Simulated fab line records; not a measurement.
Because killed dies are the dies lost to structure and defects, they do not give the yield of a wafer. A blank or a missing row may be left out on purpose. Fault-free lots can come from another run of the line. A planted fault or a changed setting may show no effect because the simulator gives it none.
The tool behind it: which one? / flow sky130 / 36 wafers from 12 lots sampled at 6 of the route's 708 steps

## WHAT THE GAUGES READ, wafer by wafer
SKY_FIELD_ISO_CD_MEAS_13: target cd 150 nm. Usual: cdNm 150.2 nm, standard deviation 1.2.
lot=L400; measured=day 2 09:05; on=cdSem-02; cdNm (nm)=148.5 148.0 149.2; flag=
lot=L402; measured=day 2 20:32; on=cdSem-01; cdNm (nm)=151.3 150.1 150.5; flag=
lot=L403; measured=day 3 00:32; on=cdSem-02; cdNm (nm)=147.8 148.4 150.5; flag=
lot=L406; measured=day 3 17:43; on=cdSem-02; cdNm (nm)=147.3 148.5 147.5; flag=
lot=L407; measured=day 4 03:17; on=cdSem-02; cdNm (nm)=150.3 149.8 149.6; flag=
lot=L412; measured=day 5 00:31; on=cdSem-01; cdNm (nm)=150.3 149.3 150.5; flag=
lot=L413; measured=day 5 05:26; on=cdSem-02; cdNm (nm)=150.3 152.0 151.0; flag=
lot=L415; measured=day 5 17:25; on=cdSem-01; cdNm (nm)=151.2 151.8 149.5; flag=
lot=L417; measured=day 6 02:55; on=cdSem-01; cdNm (nm)=150.3 149.5 150.8; flag=
lot=L418; measured=day 6 07:56; on=cdSem-02; cdNm (nm)=149.2 150.1 149.7; flag=
lot=L419; measured=day 6 13:19; on=cdSem-01; cdNm (nm)=150.3 150.3 150.6; flag=
lot=L420; measured=day 6 17:40; on=cdSem-02; cdNm (nm)=151.5 150.0 149.9; flag=

SKY_PWDE_TW_MEAS_10. Usual: PWDE_TW 379, standard deviation 4.6.
lot=L400; measured=day 3 23:31; on=filmMetro-03; PWDE_TW=373 373 374; flag=
lot=L402; measured=day 5 04:54; on=filmMetro-03; PWDE_TW=465 464 461 464 465 461; flag=OFF
lot=L403; measured=day 5 05:22; on=filmMetro-01; PWDE_TW=384 383 382; flag=
lot=L406; measured=day 5 13:15; on=filmMetro-02; PWDE_TW=375 375 374; flag=
lot=L407; measured=day 5 19:16; on=filmMetro-02; PWDE_TW=373 374 374; flag=
lot=L412; measured=day 6 21:01; on=filmMetro-03; PWDE_TW=466 466 465 466 467 467; flag=OFF
lot=L413; measured=day 7 04:38; on=filmMetro-03; PWDE_TW=461 464 466 464 465 466; flag=OFF
lot=L415; measured=day 7 14:55; on=filmMetro-03; PWDE_TW=377 377 376; flag=
lot=L417; measured=day 8 00:06; on=filmMetro-01; PWDE_TW=384 384 382; flag=
lot=L418; measured=day 8 08:34; on=filmMetro-01; PWDE_TW=385 385 385; flag=
lot=L419; measured=day 8 12:28; on=filmMetro-01; PWDE_TW=382 380 384; flag=
lot=L420; measured=day 8 17:46; on=filmMetro-02; PWDE_TW=374 373 373; flag=

SKY_NWELL_RS_MEAS_31: measurement is done with a four-point probe. Usual: PWDE_RS 5282 ohm/sq, standard deviation 18.
lot=L400; measured=day 5 11:16; on=filmMetro-02; PWDE_RS (ohm/sq)=5306 5286 5301; flag=
lot=L402; measured=day 6 17:58; on=filmMetro-02; PWDE_RS (ohm/sq)=3136 3127 3136 3134 3127 3135; flag=OFF
lot=L403; measured=day 6 18:56; on=filmMetro-03; PWDE_RS (ohm/sq)=5289 5277 5282; flag=
lot=L406; measured=day 7 03:51; on=filmMetro-02; PWDE_RS (ohm/sq)=5311 5313 5295; flag=
lot=L407; measured=day 7 10:52; on=filmMetro-02; PWDE_RS (ohm/sq)=5313 5303 5282; flag=
lot=L412; measured=day 8 13:14; on=filmMetro-03; PWDE_RS (ohm/sq)=3114 3105 3106 3112 3108 3104; flag=OFF
lot=L413; measured=day 8 23:10; on=filmMetro-03; PWDE_RS (ohm/sq)=3116 3127 3121 3116 3116 3118; flag=OFF
lot=L415; measured=day 9 08:19; on=filmMetro-02; PWDE_RS (ohm/sq)=5274 5287 5270; flag=
lot=L417; measured=day 9 18:56; on=filmMetro-02; PWDE_RS (ohm/sq)=5275 5263 5271; flag=
lot=L418; measured=day 10 03:55; on=filmMetro-02; PWDE_RS (ohm/sq)=5260 5272 5267; flag=
lot=L419; measured=day 10 08:52; on=filmMetro-02; PWDE_RS (ohm/sq)=5300 5286 5276; flag=
lot=L420; measured=day 10 14:41; on=filmMetro-03; PWDE_RS (ohm/sq)=5284 5299 5272; flag=

## WHAT TOOL EACH LOT RAN ON (gives the tool, then ch and the chambers of the sampled wafers, and finally the start)
lot=L400; SKY_FIELD_ISO_ETCH_17=rieSi-02 ch 1,2,3, day 2 09:23; SKY_FIELD_ISO_CMP_27=cmp-02 ch 0,1,3, day 2 13:32; SKY_PWDE_IMPLANT_08=implanter-02 ch 0, day 3 23:17
lot=L402; SKY_FIELD_ISO_ETCH_17=rieSi-01 ch 0,1,2, day 2 20:50; SKY_FIELD_ISO_CMP_27=cmp-01 ch 0,2,3, day 3 11:43; SKY_PWDE_IMPLANT_08=implanter-03 ch 0, day 5 04:17
lot=L403; SKY_FIELD_ISO_ETCH_17=rieSi-01 ch 0,1,2, day 3 00:49; SKY_FIELD_ISO_CMP_27=cmp-01 ch 0,3, day 3 12:04; SKY_PWDE_IMPLANT_08=implanter-03 ch 0, day 5 05:09
lot=L406; SKY_FIELD_ISO_ETCH_17=rieSi-02 ch 1,2,3, day 3 18:02; SKY_FIELD_ISO_CMP_27=cmp-01 ch 0,1,2, day 3 23:35; SKY_PWDE_IMPLANT_08=implanter-02 ch 0, day 5 13:00
lot=L407; SKY_FIELD_ISO_ETCH_17=rieSi-02 ch 1,3, day 4 03:35; SKY_FIELD_ISO_CMP_27=cmp-01 ch 0,3, day 4 06:50; SKY_PWDE_IMPLANT_08=implanter-01 ch 0, day 5 19:02
lot=L412; SKY_FIELD_ISO_ETCH_17=rieSi-02 ch 0,2, day 5 00:49; SKY_FIELD_ISO_CMP_27=cmp-02 ch 0,3, day 5 04:55; SKY_PWDE_IMPLANT_08=implanter-03 ch 0, day 6 20:28
lot=L413; SKY_FIELD_ISO_ETCH_17=rieSi-01 ch 1,2, day 5 05:44; SKY_FIELD_ISO_CMP_27=cmp-02 ch 1,2, day 5 12:21; SKY_PWDE_IMPLANT_08=implanter-03 ch 0, day 7 04:05
lot=L415; SKY_FIELD_ISO_ETCH_17=rieSi-01 ch 1,2,3, day 5 17:44; SKY_FIELD_ISO_CMP_27=cmp-01 ch 0,1,3, day 5 21:38; SKY_PWDE_IMPLANT_08=implanter-03 ch 0, day 7 14:40
lot=L417; SKY_FIELD_ISO_ETCH_17=rieSi-02 ch 1,3, day 6 03:14; SKY_FIELD_ISO_CMP_27=cmp-01 ch 0,2,3, day 6 06:31; SKY_PWDE_IMPLANT_08=implanter-01 ch 0, day 7 23:51
lot=L418; SKY_FIELD_ISO_ETCH_17=rieSi-01 ch 2,3, day 6 08:13; SKY_FIELD_ISO_CMP_27=cmp-01 ch 1,3, day 6 13:11; SKY_PWDE_IMPLANT_08=implanter-02 ch 0, day 8 08:21
lot=L419; SKY_FIELD_ISO_ETCH_17=rieSi-02 ch 0,3, day 6 13:35; SKY_FIELD_ISO_CMP_27=cmp-01 ch 0,2,3, day 6 18:29; SKY_PWDE_IMPLANT_08=implanter-01 ch 0, day 8 12:15
lot=L420; SKY_FIELD_ISO_ETCH_17=rieSi-01 ch 0,2,3, day 6 17:59; SKY_FIELD_ISO_CMP_27=cmp-01 ch 1,2, day 6 23:08; SKY_PWDE_IMPLANT_08=implanter-02 ch 0, day 8 17:30
- SKY_FIELD_ISO_ETCH_17: etches Si in HBr/Cl2/O2, target depth 342 nm, time 97.7 s.
- SKY_FIELD_ISO_CMP_27: polishes, stops on Si3N4, t overpolish 16 s, target thk 457.8 nm.
- SKY_PWDE_IMPLANT_08

## AS READ BY THE TOOLS THEMSELVES (means over the sampled wafers that have a number; for cases with no such wafer, the mark the record gives instead)
SKY_FIELD_ISO_ETCH_17. Usual: drypumpMotorCurrentA 5.6 A, standard deviation 0.43; oesProductAu 1.000 a.u., standard deviation 0.011; throttleValvePct 25.656 %, standard deviation 0.013.
lot=L400; tool=rieSi-02; drypumpMotorCurrentA (A)=5.3; oesProductAu (a.u.)=0.996; throttleValvePct (%)=25.647; flag=
lot=L402; tool=rieSi-01; drypumpMotorCurrentA (A)=5.6; oesProductAu (a.u.)=1.002; throttleValvePct (%)=25.652; flag=
lot=L403; tool=rieSi-01; drypumpMotorCurrentA (A)=5.6; oesProductAu (a.u.)=0.999; throttleValvePct (%)=25.656; flag=
lot=L406; tool=rieSi-02; drypumpMotorCurrentA (A)=5.3; oesProductAu (a.u.)=1.006; throttleValvePct (%)=25.648; flag=
lot=L407; tool=rieSi-02; drypumpMotorCurrentA (A)=5.3; oesProductAu (a.u.)=0.990; throttleValvePct (%)=25.655; flag=
lot=L412; tool=rieSi-02; drypumpMotorCurrentA (A)=5.6; oesProductAu (a.u.)=0.993; throttleValvePct (%)=25.657; flag=
lot=L413; tool=rieSi-01; drypumpMotorCurrentA (A)=5.2; oesProductAu (a.u.)=1.004; throttleValvePct (%)=25.655; flag=
lot=L415; tool=rieSi-01; drypumpMotorCurrentA (A)=5.5; oesProductAu (a.u.)=1.005; throttleValvePct (%)=25.644; flag=
lot=L417; tool=rieSi-02; drypumpMotorCurrentA (A)=5.2; oesProductAu (a.u.)=1.005; throttleValvePct (%)=25.646; flag=
lot=L418; tool=rieSi-01; drypumpMotorCurrentA (A)=5.8; oesProductAu (a.u.)=0.994; throttleValvePct (%)=25.657; flag=
lot=L419; tool=rieSi-02; drypumpMotorCurrentA (A)=5.8; oesProductAu (a.u.)=0.994; throttleValvePct (%)=25.666; flag=
lot=L420; tool=rieSi-01; drypumpMotorCurrentA (A)=5.9; oesProductAu (a.u.)=1.012; throttleValvePct (%)=25.652; flag=

SKY_FIELD_ISO_CMP_27. Usual: motorCurrentA 12.0 A, standard deviation 0.91; overpolishRunS 16.001 s, standard deviation 0.0097; timeToEndpointS 115 s, standard deviation 4.1.
lot=L400; tool=cmp-02; motorCurrentA (A)=12.2; overpolishRunS (s)=16.009; timeToEndpointS (s)=120; flag=
lot=L402; tool=cmp-01; motorCurrentA (A)=11.3; overpolishRunS (s)=16.001; timeToEndpointS (s)=113; flag=
lot=L403; tool=cmp-01; motorCurrentA (A)=11.7; overpolishRunS (s)=15.996; timeToEndpointS (s)=117; flag=
lot=L406; tool=cmp-01; motorCurrentA (A)=11.7; overpolishRunS (s)=15.994; timeToEndpointS (s)=115; flag=
lot=L407; tool=cmp-01; motorCurrentA (A)=11.6; overpolishRunS (s)=15.998; timeToEndpointS (s)=116; flag=
lot=L412; tool=cmp-02; motorCurrentA (A)=12.6; overpolishRunS (s)=15.996; timeToEndpointS (s)=119; flag=
lot=L413; tool=cmp-02; motorCurrentA (A)=12.4; overpolishRunS (s)=16.011; timeToEndpointS (s)=115; flag=
lot=L415; tool=cmp-01; motorCurrentA (A)=12.2; overpolishRunS (s)=16.005; timeToEndpointS (s)=113; flag=
lot=L417; tool=cmp-01; motorCurrentA (A)=11.1; overpolishRunS (s)=15.991; timeToEndpointS (s)=113; flag=
lot=L418; tool=cmp-01; motorCurrentA (A)=12.5; overpolishRunS (s)=16.000; timeToEndpointS (s)=109; flag=
lot=L419; tool=cmp-01; motorCurrentA (A)=11.6; overpolishRunS (s)=15.993; timeToEndpointS (s)=111; flag=
lot=L420; tool=cmp-01; motorCurrentA (A)=11.7; overpolishRunS (s)=15.996; timeToEndpointS (s)=115; flag=

## THE ANSWER, worked out from the rows above alone
Rule: a lot counts as off when the mean over its wafers that have a number is more than 3 standard deviations away from the usual mean. A lot without any number at a reading at which 4 lots or more have one is off too. Where the step has rows for the other lots, those lots are counted as sound. After the gauges, taken in route order, come the tools' own readings; for these a lot's mean is taken, as printed above. The first step at which some lot is off is used, and at that step the reading that is off furthest; a lot without a number counts as furthest.
Off: L402, L412, L413, at SKY_PWDE_TW_MEAS_10 (PWDE_TW).
A tool fits if, at a process step before that reading, it ran every lot that is off, and no sound lot after the first of them. Those tools and the gauges at SKY_PWDE_TW_MEAS_10 are tried in the same way. None of those tried fits.

## WHAT HAD BEEN PUT IN BY THE SIMULATOR
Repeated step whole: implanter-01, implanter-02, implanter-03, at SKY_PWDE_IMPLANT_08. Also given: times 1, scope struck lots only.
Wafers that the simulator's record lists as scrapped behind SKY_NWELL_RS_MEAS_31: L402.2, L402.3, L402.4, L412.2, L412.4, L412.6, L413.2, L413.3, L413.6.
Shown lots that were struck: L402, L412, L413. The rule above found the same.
